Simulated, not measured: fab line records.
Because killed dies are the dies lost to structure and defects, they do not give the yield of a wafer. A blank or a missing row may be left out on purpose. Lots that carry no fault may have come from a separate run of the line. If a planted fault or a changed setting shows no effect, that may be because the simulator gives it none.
Which tool is to blame? | flow sky130 | 36 wafers from 12 lots sampled at 5 of the route's 708 steps

WHAT THE GAUGES SHOWED, per wafer
SKY_FIELD_ISO_CD_MEAS_13 targets a cd of 150 nm.
lot  | measured    | on        | cd-nm (nm)
L233 | day 2 06:25 | cd-sem-02 | 149.0 149.7 150.5
L235 | day 2 14:25 | cd-sem-02 | 152.2 151.7 152.5
L239 | day 3 10:59 | cd-sem-01 | 153.2 152.3 152.7
L240 | day 3 17:40 | cd-sem-02 | 150.5 150.8 149.7
L241 | day 3 21:38 | cd-sem-02 | 146.0 146.4 147.5
L242 | day 4 03:40 | cd-sem-01 | 147.9 150.3 148.3
L245 | day 4 18:53 | cd-sem-02 | 149.5 150.3 150.1
L246 | day 5 00:39 | cd-sem-02 | 152.0 151.8 149.6
L251 | day 6 03:02 | cd-sem-01 | 149.1 148.8 149.0
L252 | day 6 06:38 | cd-sem-01 | 148.5 149.0 148.6
L253 | day 6 13:07 | cd-sem-01 | 149.4 147.7 149.5
L254 | day 6 19:19 | cd-sem-02 | 148.4 147.4 147.6

SKY_VT_ADJUST_LVTN_TW_MEAS_10.
lot  | measured     | on            | VT_ADJUST_LVTN_TW
L233 | day 7 01:11  | film-metro-03 | 243.7 243.0 243.1
L235 | day 7 09:08  | film-metro-04 | 241.9 241.0 241.3
L239 | day 8 11:46  | film-metro-03 | 243.9 243.1 243.2
L240 | day 8 18:53  | film-metro-01 | 238.4 239.4 238.1
L241 | day 9 01:34  | film-metro-01 | 239.4 239.0 238.8
L242 | day 9 08:23  | film-metro-01 | 238.0 238.8 239.5
L245 | day 10 03:19 | film-metro-03 | 244.1 244.9 243.4
L246 | day 10 08:49 | film-metro-03 | 244.6 245.0 244.7
L251 | day 11 20:34 | film-metro-04 | 241.4 242.9 242.7
L252 | day 12 05:19 | film-metro-03 | 241.6 242.2 243.0
L253 | day 12 11:50 | film-metro-03 | 242.6 243.2 242.3
L254 | day 12 14:23 | film-metro-04 | 240.8 241.7 239.5

SKY_VT_ADJUST_LVTN_TW_MEAS_21.
lot  | measured     | on            | VT_ADJUST_LVTN_2_TW
L233 | day 7 20:49  | film-metro-03 | 190.4 189.9 189.6
L235 | day 8 05:31  | film-metro-03 | 189.1 189.4 189.3
L239 | day 9 09:01  | film-metro-01 | 185.4 185.3 186.3
L240 | day 9 16:41  | film-metro-03 | 186.9 189.5 188.0
L241 | day 9 23:34  | film-metro-03 | 189.5 189.5 189.3
L242 | day 10 06:08 | film-metro-03 | 189.7 190.5 190.0
L245 | day 11 01:16 | film-metro-03 | 223.9 223.7 223.0
L246 | day 11 06:05 | film-metro-01 | 220.7 220.7 221.5
L251 | day 12 20:55 | film-metro-04 | 187.3 187.0 186.3
L252 | day 13 06:46 | film-metro-04 | 189.5 190.2 190.2
L253 | day 13 13:26 | film-metro-03 | 188.6 188.9 188.7
L254 | day 13 15:59 | film-metro-04 | 189.9 189.2 189.4

WHAT TOOL EACH LOT RAN ON (gives the tool, then ch and the chambers of the sampled wafers, and finally the start)
lot  | SKY_FIELD_ISO_STRIP_16              | SKY_VT_ADJUST_LVTN_IMPLANT_19
L233 | plasma-asher-02 ch 0, day 2 06:37   | implanter-01 ch 0, day 7 20:35
L235 | plasma-asher-04 ch 0,1, day 2 14:37 | implanter-03 ch 0, day 8 05:17
L239 | plasma-asher-01 ch 0,1, day 3 11:13 | implanter-01 ch 0, day 9 08:46
L240 | plasma-asher-02 ch 0,1, day 3 17:53 | implanter-03 ch 0, day 9 16:28
L241 | plasma-asher-04 ch 0,1, day 3 21:52 | implanter-02 ch 0, day 9 23:19
L242 | plasma-asher-01 ch 1, day 4 03:52   | implanter-01 ch 0, day 10 05:53
L245 | plasma-asher-04 ch 0,1, day 4 19:06 | implanter-01 ch 0, day 11 01:01
L246 | plasma-asher-04 ch 0,1, day 5 00:51 | implanter-01 ch 0, day 11 05:50
L251 | plasma-asher-02 ch 0,1, day 6 03:16 | implanter-03 ch 0, day 12 20:40
L252 | plasma-asher-01 ch 0,1, day 6 06:52 | implanter-02 ch 0, day 13 06:31
L253 | plasma-asher-02 ch 0,1, day 6 13:20 | implanter-03 ch 0, day 13 13:12
L254 | plasma-asher-02 ch 0,1, day 6 19:32 | implanter-02 ch 0, day 13 15:46
- SKY_FIELD_ISO_STRIP_16: strips in O2/N2.
- SKY_VT_ADJUST_LVTN_IMPLANT_19

AS READ BY THE TOOLS THEMSELVES (means over the sampled wafers that have a number; for cases with no such wafer, the mark the record gives instead)
SKY_FIELD_ISO_STRIP_16.
lot  | tool            | drypump-motor-current-A (A) | oes-product-au (a.u.) | strip-time-to-endpoint-s (s)
L233 | plasma-asher-02 | 6.1                         | 0.376                 | 3.538
L235 | plasma-asher-04 | 6.1                         | 0.375                 | 3.522
L239 | plasma-asher-01 | 5.6                         | 0.380                 | 3.549
L240 | plasma-asher-02 | 5.8                         | 0.379                 | 3.565
L241 | plasma-asher-04 | 6.2                         | 0.380                 | 3.550
L242 | plasma-asher-01 | 5.9                         | 0.379                 | 3.541
L245 | plasma-asher-04 | 6.1                         | 0.381                 | 3.540
L246 | plasma-asher-04 | 6.1                         | 0.375                 | 3.522
L251 | plasma-asher-02 | 5.8                         | 0.380                 | 3.556
L252 | plasma-asher-01 | 5.6                         | 0.371                 | 3.522
L253 | plasma-asher-02 | 5.8                         | 0.375                 | 3.526
L254 | plasma-asher-02 | 5.8                         | 0.375                 | 3.531

SKY_VT_ADJUST_LVTN_IMPLANT_19.
lot  | tool         | dose-ions-cm2 | faraday-current-uA
L233 | implanter-01 | 6.493e+11     | 3.75
L235 | implanter-03 | 6.494e+11     | 3.66
L239 | implanter-01 | 6.506e+11     | 3.70
L240 | implanter-03 | 6.499e+11     | 3.70
L241 | implanter-02 | 6.496e+11     | 3.66
L242 | implanter-01 | 6.495e+11     | 3.66
L245 | implanter-01 | 1.202e+12     | 6.77
L246 | implanter-01 | 1.202e+12     | 6.93
L251 | implanter-03 | 6.497e+11     | 3.59
L252 | implanter-02 | 6.499e+11     | 3.65
L253 | implanter-03 | 6.498e+11     | 3.71
L254 | implanter-02 | 6.498e+11     | 3.77

THE ANSWER, worked out from the rows above alone
Rule: the usual values come from the lots themselves. The widest of any qualifying gaps counts: lots, ordered by their means at a reading, are off when they make up no more than a third of the lots, leave a main group of 4 or more, and stand apart from it by 3 or more times the standard deviation of that group's means. A main group whose means are all the same, to the digits that the tables above print for the reading, isn't used. Also off: a lot with no number at a reading for which 4 or more lots have one. The other lots that the step has rows for count as sound. First the gauges in route order, then the tools' own readings, where a lot's mean is used as printed above. At the first step where some lot is off, the reading lying furthest off is the one used; lots without a number count as furthest.
Off: L245, L246, seen at SKY_VT_ADJUST_LVTN_TW_MEAS_21 (VT_ADJUST_LVTN_2_TW). The main group: mean 188.8, standard deviation 1.4.
A tool fits if, at a process step before that reading, it ran every lot that is off, and no sound lot after the first of them. Not tried: the gauges at SKY_VT_ADJUST_LVTN_TW_MEAS_21; whatever is off there is also off at SKY_VT_ADJUST_LVTN_IMPLANT_19, on other tools, and gauge error can't account for it. 2 tools fit, plasma-asher-04 at SKY_FIELD_ISO_STRIP_16 and implanter-01 at SKY_VT_ADJUST_LVTN_IMPLANT_19, so this cannot tell which one it is.

WHAT THE SIMULATOR PUT IN
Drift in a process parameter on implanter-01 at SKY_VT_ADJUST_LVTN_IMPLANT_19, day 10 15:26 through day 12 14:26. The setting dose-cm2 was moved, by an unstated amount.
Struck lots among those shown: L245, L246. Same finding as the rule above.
